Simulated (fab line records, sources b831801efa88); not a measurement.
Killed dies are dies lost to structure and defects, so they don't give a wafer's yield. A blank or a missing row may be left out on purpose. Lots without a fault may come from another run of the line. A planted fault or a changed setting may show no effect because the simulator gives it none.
Chamber matching | flow sky130 | SKY_POLY_GATE_ETCH_17 on rie_si-01: 4 sister chambers
The step etches poly-Si in HBr/Cl2, stops on SiO2, target depth 180 nm, time 70.5 s. 4 wafers are shown with their chamber, then 11 later ones without.

WAFERS WITH THEIR CHAMBER
wafer  | chamber | drypump_motor_current_A (A)
L084.1 | 0       | 6.1
L088.3 | 1       | 6.3
L088.4 | 2       | 6.5
L090.1 | 3       | 6.1

WAFERS WITHOUT THEIR CHAMBER
wafer  | drypump_motor_current_A (A)
L090.4 | 6.1
L090.5 | 6.1
L092.4 | 6.1
L092.5 | 6.1
L092.6 | 6.1
L094.3 | 6.1
L094.4 | 6.2
L094.6 | 6.1
L093.2 | 6.2
L093.5 | 6.1
L093.6 | 6.5

WHICH CHAMBER EACH WENT THROUGH
wafer  | from the rows above          | in truth
L090.4 | can't be placed: 0 or 3      | 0
L090.5 | can't be placed: 0 or 3      | 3
L092.4 | can't be placed: 0 or 3      | 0
L092.5 | can't be placed: 0 or 3      | 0
L092.6 | can't be placed: 0 or 3      | 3
L094.3 | can't be placed: 0 or 3      | 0
L094.4 | can't be placed: 1 or 0 or 3 | 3
L094.6 | can't be placed: 0 or 3      | 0
L093.2 | can't be placed: 1 or 0 or 3 | 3
L093.5 | can't be placed: 0 or 3      | 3
L093.6 | 2                            | 2
Placed correctly: 1 of 11. Can't be placed from these rows: 10 (the true chamber is among the candidates in 10). Placed wrongly: 0.
How it was worked out, from the rows above alone: a wafer's distance from a chamber is the root of the sum, over the readings, of the square of ((its reading less the chamber's mean) divided by the reading's scatter). The wafer belongs to the nearest chamber; if the next one is less than 2 further off, it can't be placed. A chamber's mean is the mean of its shown wafers. The scatter: with one shown wafer a chamber, the root of the mean of the squares of how far each hidden wafer lies from its nearest shown one.
